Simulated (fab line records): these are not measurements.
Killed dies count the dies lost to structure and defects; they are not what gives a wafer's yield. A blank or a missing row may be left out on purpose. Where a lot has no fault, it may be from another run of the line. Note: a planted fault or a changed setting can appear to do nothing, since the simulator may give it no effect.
Struck lot and sound lot, side by side :: flow sky130 :: 30 steps out of a route of 708
Sound: these wafers, L189.1, L189.3, L189.5. Wafers L200.2, L200.4, L200.5 were the ones struck. The cause is named last.
At each step with rows: each side's tool, then ch and its chambers, then its first start. Under that, the readings that differ: sound wafers :: struck wafers :: difference of the means :: sigmas: that difference in standard deviations of wafers without a fault.
alike: a reading whose means differ by less than 2 such deviations, as well as words and numbers matching on both sides. not compared: withheld readings; readings where some wafer has no value; bounds like >300 that might hide an equal value; numbers whose values overlap and for which the record gives no deviation.
The two part at a step that has a row with sigmas, a row that says differs or no value, or rows on one side only. When numbers do not overlap yet have no deviation, they are printed without sigmas and do not part them. Lack of a reading on every wafer of one side parts them only where that side has two or more wafers.

SKY_PWDE_STRIP_09: strips in O2/N2.
  sound on plasmaAsher-01 ch 0,1, day 4 19:40; struck on plasmaAsher-02 ch 0,1, day 7 01:59
  alike: drypumpMotorCurrentA, oesProductAu, stripTimeToEndpointS
  not compared: rfHoursCounterH
SKY_PWDE_TW_MEAS_10:
  sound on filmMetro-02 at day 4 19:46; struck on filmMetro-02 at day 7 02:06
  alike: PWDE_TW
then, 7 steps without rows for these wafers: SKY_NWELL_DEHYDRATE_03 (time 60 s); SKY_NWELL_HMDS_04 (prime time 60 s); SKY_NWELL_COAT_05 (resist thk 3000 nm); SKY_NWELL_SOFTBAKE_06; SKY_NWELL_EXPOSE_07 (exposes mask NWM, target cd 840 nm); SKY_NWELL_PEB_08; SKY_NWELL_DEVELOP_09 (develop time 60 s).
SKY_NWELL_OVL_MEAS_10:
  sound on overlay-02 at day 5 13:22; struck on overlay-01 at day 7 21:41
  alike: NWELL_00_OVL
then, 2 steps without rows for these wafers: SKY_NWELL_IMPLANT_11; SKY_NWELL_IMPLANT_12.
SKY_NWELL_IMPLANT_13:
  sound on implanter-04 ch 0, day 5 13:43; struck on implanter-01 ch 0, day 7 22:02
reading: doseIonsCm2
sound: 6.999e+11 7.013e+11 7.022e+11
struck: 5.314e+11 5.324e+11 5.333e+11
difference: -1.688e+11
sigmas: -99 or more

reading: faradayCurrentUA
sound: 3.95 3.99 3.86
struck: 3.00 2.97 2.96
difference: -0.96
sigmas: -13
  alike: endStationPressureTorr
SKY_NWELL_STRIP_14: strips in O2/N2.
  sound on plasmaAsher-04 ch 1, day 5 13:52; struck on plasmaAsher-01 ch 0,1, day 7 22:10
  alike: drypumpMotorCurrentA, oesProductAu, stripTimeToEndpointS
  not compared: rfHoursCounterH
SKY_NWELL_TW_MEAS_15:
  sound on filmMetro-04 at day 5 13:58; struck on filmMetro-04 at day 7 22:17
  alike: NWELL_TW
then, 7 steps without rows for these wafers: SKY_NWELL_DEHYDRATE_16 (time 60 s); SKY_NWELL_HMDS_17 (prime time 60 s); SKY_NWELL_COAT_18 (resist thk 3000 nm); SKY_NWELL_SOFTBAKE_19; SKY_NWELL_EXPOSE_20 (exposes mask NWM COMPLEMENT, target cd 840 nm); SKY_NWELL_PEB_21; SKY_NWELL_DEVELOP_22 (develop time 60 s).
SKY_NWELL_OVL_MEAS_23:
  sound on overlay-01 at day 6 08:34; struck on overlay-01 at day 8 20:08
  alike: NWELL_01_OVL
next, for these wafers, 1 step has no rows: SKY_NWELL_IMPLANT_24.
SKY_NWELL_STRIP_25: strips in O2/N2.
  sound on plasmaAsher-04 ch 0,1, day 6 08:46; struck on plasmaAsher-03 ch 0,1, day 8 20:19
  alike: drypumpMotorCurrentA, oesProductAu, stripTimeToEndpointS
  not compared: rfHoursCounterH
SKY_NWELL_TW_MEAS_26:
  sound on filmMetro-01 at day 6 08:52; struck on filmMetro-02 at day 8 20:26
reading: NWELL_2_TW
sound: 495.0 493.0 496.7
struck: 502.8 504.1 503.2
difference: +8.5
sigmas: +4
then, 1 step without rows for these wafers: SKY_NWELL_CLEAN_27 (cleans in SC1/SC2, time 150 s).
SKY_NWELL_RTA_28: time 30 s.
  sound on rtpAnneal-01 ch 0, day 6 08:58; struck on rtpAnneal-01 ch 0, day 8 20:34
  alike: lampPowerPct, wafer_temp_C_max
SKY_NWELL_RS_MEAS_29: the measuring method here is four-point-probe.
  sound on filmMetro-01 at day 6 09:04; struck on filmMetro-04 at day 8 20:45
  alike: NWELL_RS
-- the record jumps here: 41 days lie between the struck wafers' starts before and after (it left off in module NWELL and takes up again in module PAD_OPEN, whose first step shown is number 708 of the route) --
SKY_PAD_OPEN_PROBE_99:
  sound on prober-02 at day 47 16:40; struck on prober-02 at day 49 20:55
reading: model.etest.pfetG5v0d10v5.driveUaUm
sound: 342.7 346.2 345.2
struck: 359.2 358.7 362.3
difference: +15.4
sigmas: 

reading: model.etest.pfet_01v8_lvt.driveUaUm
sound: 170.3 173.2 173.5
struck: 181.7 180 182.1
difference: +8.9
sigmas: 

reading: model.etest.pfetG5v0d10v5.offLog10AUm
sound: -12.45 -12.34 -12.12
struck: -11.63 -11.79 -11.7
difference: +0.60
sigmas: 

reading: model.etest.pfet_01v8_lvt.offLog10AUm
sound: -8.734 -8.712 -8.691
struck: -8.542 -8.566 -8.556
difference: +0.158
sigmas: 

reading: model.etest.pfetG5v0d10v5.vtSatV (V)
sound: -0.6156 -0.6241 -0.6075
struck: -0.5601 -0.5618 -0.5539
difference: +0.0571
sigmas: 

reading: model.etest.pfet_16v.vtV (V)
sound: -1.079 -1.078 -1.071
struck: -1.036 -1.029 -1.029
difference: +0.045
sigmas: 

reading: model.etest.pfetG5v0d10v5.vtV (V)
sound: -0.8204 -0.8304 -0.8145
struck: -0.7718 -0.7741 -0.7649
difference: +0.0515
sigmas: 

reading: model.etest.pfetG5v0d10v5.vtLongV (V)
sound: -0.9173 -0.9194 -0.9122
struck: -0.8838 -0.8709 -0.8692
difference: +0.0417
sigmas: 
  alike: killed_at_M0_to_M3, killed_at_M4_up, killedAtContacts, killedAtFrontEnd, killedAtOther, killedDies, killedOnRim, killedOpen, killedShort

== WHERE THEY PART ==
First at SKY_NWELL_IMPLANT_13; last, within this record, at SKY_NWELL_TW_MEAS_26. Later steps at which nothing parts them and some readings are alike: SKY_NWELL_RTA_28, SKY_NWELL_RS_MEAS_29, SKY_PAD_OPEN_PROBE_99.

WHY: the cause the simulator had injected
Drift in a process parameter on implanter-01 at SKY_NWELL_IMPLANT_13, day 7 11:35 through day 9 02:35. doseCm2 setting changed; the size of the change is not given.
